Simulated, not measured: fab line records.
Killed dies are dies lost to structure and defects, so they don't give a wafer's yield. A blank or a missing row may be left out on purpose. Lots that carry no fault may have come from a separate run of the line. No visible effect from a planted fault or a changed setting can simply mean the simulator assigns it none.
Struck lot and sound lot, side by side    flow sky130    14 steps out of a route of 708
Sound: these wafers, L322.3, L322.4, L322.5. The struck wafers were L325.2, L325.3, L325.5. At the end, the cause is stated.
For every step that has rows: the tool of each side, followed by ch and its chambers, followed by its first start. Under that, the readings that differ: sound wafers    struck wafers    difference of the means    sigmas: that difference in standard deviations of wafers without a fault.
alike: readings whose means differ by less than 2 such deviations, and words and numbers that are the same on both sides. not compared: withheld readings, readings that some wafer has no value for, bounds like >300 that may hide the same value, and numbers for which the record gives no deviation and whose values overlap.
A row with sigmas, a row that says differs or no value, or rows on one side alone: a step with any of these is where the two part. Numbers that don't overlap but have no deviation are shown without sigmas and don't part them. A reading that every wafer of one side lacks parts them only if that side has two wafers or more.

SKY_CAP2M_OVL_MEAS_12:
  sound on overlay-01 at day 41 18:27; struck on overlay-01 at day 42 19:41
  alike: CAP2M_OVL
SKY_CAP2M_METAL_ETCH_13: etches TiN in Cl2/BCl3, stops on SiO2, target depth 220 nm, time 62.9 s.
  sound on rie_metal-04 ch 0,1, day 41 18:30; struck on rie_metal-03 ch 1, day 42 19:45
  alike: drypump_motor_current_A, oes_product_au, throttle_valve_pct
  not compared: rf_hours_counter_h
SKY_CAP2M_STRIP_14: strips in O2/N2.
  sound on plasma_asher-01 ch 0,1, day 41 18:37; struck on plasma_asher-03 ch 0,1, day 42 19:52
reading                       sound              struck             difference  sigmas
strip_time_to_endpoint_s (s)  12.63 12.63 12.60  12.69 12.72 12.73  +0.09       +2
  alike: drypump_motor_current_A, oes_product_au
  not compared: rf_hours_counter_h
then, 9 steps without rows for these wafers: SKY_CAP2M_STRIP_15 (strips in post etch residue remover, time 1200 s); SKY_CAP2M_CLEAN_16 (cleans in IPA, time 180 s); SKY_CAP2M_CLEAN_17 (cleans in O3/DIW); SKY_METAL4_DEHYDRATE_05 (time 60 s); SKY_METAL4_HMDS_06 (prime time 60 s); SKY_METAL4_COAT_07 (resist thk 60 nm); SKY_METAL4_COAT_08 (resist thk 1140 nm); SKY_METAL4_SOFTBAKE_09 (time 90 s); SKY_METAL4_EXPOSE_10 (exposes mask MM4, target cd 300 nm).
SKY_METAL4_PEB_11:
  sound on litho_track-02 ch 0, day 42 18:00; struck on litho_track-03, day 43 18:00
reading          sound           struck  difference                     sigmas
exhaust_pa (Pa)  46.4 44.7 44.3  - - -   no value on the struck wafers  
  not compared: chill_plate_temp_C
then, 1 step without rows for these wafers: SKY_METAL4_DEVELOP_12 (develop time 60 s).

WHERE THEY PART
At SKY_CAP2M_STRIP_14 first; at SKY_METAL4_PEB_11 last (within this record only).

WHY: the cause the simulator had injected
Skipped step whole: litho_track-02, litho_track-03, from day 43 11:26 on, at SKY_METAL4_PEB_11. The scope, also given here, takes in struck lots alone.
